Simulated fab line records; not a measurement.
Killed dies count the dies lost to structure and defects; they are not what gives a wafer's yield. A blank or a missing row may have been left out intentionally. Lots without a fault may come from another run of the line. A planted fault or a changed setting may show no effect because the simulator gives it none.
Check for tools in common + flow gf180mcu + Sampled: 13 lots, 39 wafers

== WHAT PROMPTED THE OPENING ==
At GF_CONTACT_THK_MEAS_01 the reading CONTACT_CVD_00_THK is flagged on 3 of 13 lots. No-fault wafers: 300 nm, standard deviation 3.1.
Rule: a lot is flagged in two cases, either no wafer of it has a number, or all its wafers with numbers fall more than 4 standard deviations from that mean. All remaining lots are regarded as sound.

| lot  | measured     | on            | CONTACT_CVD_00_THK (nm), wafer by wafer | flag    |
|------|--------------|---------------|-----------------------------------------|---------|
| L114 | day 15 09:49 | film-metro-02 | 299 303 294                             |         |
| L116 | day 15 20:13 | film-metro-03 | 302 299 304                             |         |
| L117 | day 16 08:26 | film-metro-02 | 293 297 297                             |         |
| L122 | day 17 18:50 | film-metro-02 | 299 300 300                             |         |
| L123 | day 18 08:57 | film-metro-04 | 299 296 297                             |         |
| L124 | day 18 16:09 | film-metro-03 | 298 301 300                             |         |
| L125 | day 19 04:56 | film-metro-04 | 300 301 301                             |         |
| L126 | day 19 11:13 | film-metro-04 | 306 303 302                             |         |
| L127 | day 19 16:55 | film-metro-02 | 292 296 298                             |         |
| L129 | day 20 13:06 | film-metro-02 | 242 243 246                             | FLAGGED |
| L130 | day 20 16:15 | film-metro-02 | 246 238 239                             | FLAGGED |
| L131 | day 21 03:46 | film-metro-02 | 296 299 299                             |         |
| L134 | day 22 03:08 | film-metro-02 | 240 242 242                             | FLAGGED |
The mean of the flagged lots' numbers is 242 nm, -58 nm from the usual (-19 standard deviations).

== WHICH TOOL RAN EACH LOT ==
The record holds 2 process steps before the reading, out of a route of 602 steps. In each cell: the tool, then ch and the chambers that the sampled wafers went through, then the start.
| lot  | flag    | GF_SALICIDE_SPUTTER_03       | GF_CONTACT_CVD_00                |
|------|---------|------------------------------|----------------------------------|
| L114 |         | pvd-sputter-04, day 15 09:16 | hdpcvd-01 ch 0,1,2, day 15 09:46 |
| L116 |         | pvd-sputter-02, day 15 19:40 | hdpcvd-02 ch 0,1,2, day 15 20:10 |
| L117 |         | pvd-sputter-03, day 16 07:48 | hdpcvd-01 ch 0,1,2, day 16 08:24 |
| L122 |         | pvd-sputter-02, day 17 18:17 | hdpcvd-02 ch 0,2, day 17 18:46   |
| L123 |         | pvd-sputter-03, day 18 08:24 | hdpcvd-01 ch 0,1, day 18 08:55   |
| L124 |         | pvd-sputter-03, day 18 15:35 | hdpcvd-01 ch 0,1,2, day 18 16:07 |
| L125 |         | pvd-sputter-04, day 19 04:22 | hdpcvd-01 ch 0,1,2, day 19 04:52 |
| L126 |         | pvd-sputter-04, day 19 10:40 | hdpcvd-02 ch 0,1,2, day 19 11:10 |
| L127 |         | pvd-sputter-04, day 19 16:22 | hdpcvd-01 ch 0,2, day 19 16:52   |
| L129 | FLAGGED | pvd-sputter-03, day 20 12:34 | hdpcvd-02 ch 0,1,2, day 20 13:03 |
| L130 | FLAGGED | pvd-sputter-02, day 20 15:42 | hdpcvd-02 ch 0,2, day 20 16:12   |
| L131 |         | pvd-sputter-03, day 21 03:07 | hdpcvd-01 ch 0,1, day 21 03:42   |
| L134 | FLAGGED | pvd-sputter-02, day 22 02:36 | hdpcvd-02 ch 0,1, day 22 03:06   |
What the steps here do:
- GF_SALICIDE_SPUTTER_03: material TiN, target thk 20 nm, time 16.7 s.
- GF_CONTACT_CVD_00: deposits SiO2, target thk 300 nm, time 50 s.
- GF_CONTACT_THK_MEAS_01

== FLAGGED OVER TOTAL, TOOL BY TOOL (the gauges that took the reading come last) ==
| step                   | tool           | lots run | flagged | share of the flagged lots | sound lots run after its first flagged lot |
|------------------------|----------------|----------|---------|---------------------------|--------------------------------------------|
| GF_SALICIDE_SPUTTER_03 | pvd-sputter-02 | 4        | 2       | some                      | 0                                          |
| GF_SALICIDE_SPUTTER_03 | pvd-sputter-03 | 5        | 1       | some                      | 1 (L131)                                   |
| GF_SALICIDE_SPUTTER_03 | pvd-sputter-04 | 4        | 0       | none                      | -                                          |
| GF_CONTACT_CVD_00      | hdpcvd-01      | 7        | 0       | none                      | -                                          |
| GF_CONTACT_CVD_00      | hdpcvd-02      | 6        | 3       | all                       | 0                                          |
| GF_CONTACT_THK_MEAS_01 | film-metro-02  | 8        | 3       | all                       | 1 (L131)                                   |
| GF_CONTACT_THK_MEAS_01 | film-metro-03  | 2        | 0       | none                      | -                                          |
| GF_CONTACT_THK_MEAS_01 | film-metro-04  | 3        | 0       | none                      | -                                          |

== WHAT THE TABLE PERMITS ==
Table rows that saw every flagged lot: 2, namely hdpcvd-02 at GF_CONTACT_CVD_00 and film-metro-02 at GF_CONTACT_THK_MEAS_01.
- hdpcvd-02 at GF_CONTACT_CVD_00 ran 6 lots, 3 of them flagged. It ran its last sound lot, L126, at day 19 11:10 and its first flagged lot, L129, at day 20 13:03: a fault with its onset between the two fits. Its own readings lie more than 4 standard deviations out on every wafer of the flagged lots: sih4-flow-sccm.
- film-metro-02 at GF_CONTACT_THK_MEAS_01 ran 8 lots, 3 of them flagged. After the first flagged lot (L131), sound lots still ran on it; a lasting fault on the whole tool would not permit that.
hdpcvd-02 at GF_CONTACT_CVD_00 is the single tool remaining.

== WHAT WAS PUT IN BY THE SIMULATOR ==
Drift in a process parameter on hdpcvd-02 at GF_CONTACT_CVD_00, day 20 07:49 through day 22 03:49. From 60, the setting sih4-flow-sccm moved by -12. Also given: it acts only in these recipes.
Shown lots that were struck: L129, L130, L134. Same finding as the rule above.
